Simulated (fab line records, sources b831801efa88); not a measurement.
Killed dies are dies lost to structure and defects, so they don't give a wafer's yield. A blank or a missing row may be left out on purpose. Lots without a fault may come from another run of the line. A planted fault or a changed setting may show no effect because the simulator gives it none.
Chamber matching | flow gf180mcu | GF_V3_CVD_02 on pecvd-03: 3 sister chambers
The step deposits SiO2 from TEOS, target thk 850 nm, time 94.851 s. 3 wafers are shown with their chamber, then 8 later ones without.

WAFERS WITH THEIR CHAMBER
wafer  | chamber | heater_power_w (W)
L089.5 | 2       | 691
L089.6 | 0       | 535
L093.1 | 1       | 767

WAFERS WITHOUT THEIR CHAMBER
wafer  | heater_power_w (W)
L093.2 | 523
L093.3 | 640
L093.4 | 418
L093.5 | 666
L093.6 | 825
L095.2 | 722
L095.3 | 648
L095.5 | 536

WHICH CHAMBER EACH WENT THROUGH
wafer  | from the rows above          | in truth
L093.2 | 0                            | 0
L093.3 | can't be placed: 2 or 0 or 1 | 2
L093.4 | 0                            | 0
L093.5 | can't be placed: 2 or 1 or 0 | 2
L093.6 | can't be placed: 1 or 2      | 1
L095.2 | can't be placed: 2 or 1      | 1
L095.3 | can't be placed: 2 or 0 or 1 | 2
L095.5 | 0                            | 0
Placed correctly: 3 of 8. Can't be placed from these rows: 5 (the true chamber is among the candidates in 5). Placed wrongly: 0.
How it was worked out, from the rows above alone: a wafer's distance from a chamber is the root of the sum, over the readings, of the square of ((its reading less the chamber's mean) divided by the reading's scatter). The wafer belongs to the nearest chamber; if the next one is less than 2 further off, it can't be placed. A chamber's mean is the mean of its shown wafers. The scatter: with one shown wafer a chamber, the root of the mean of the squares of how far each hidden wafer lies from its nearest shown one.
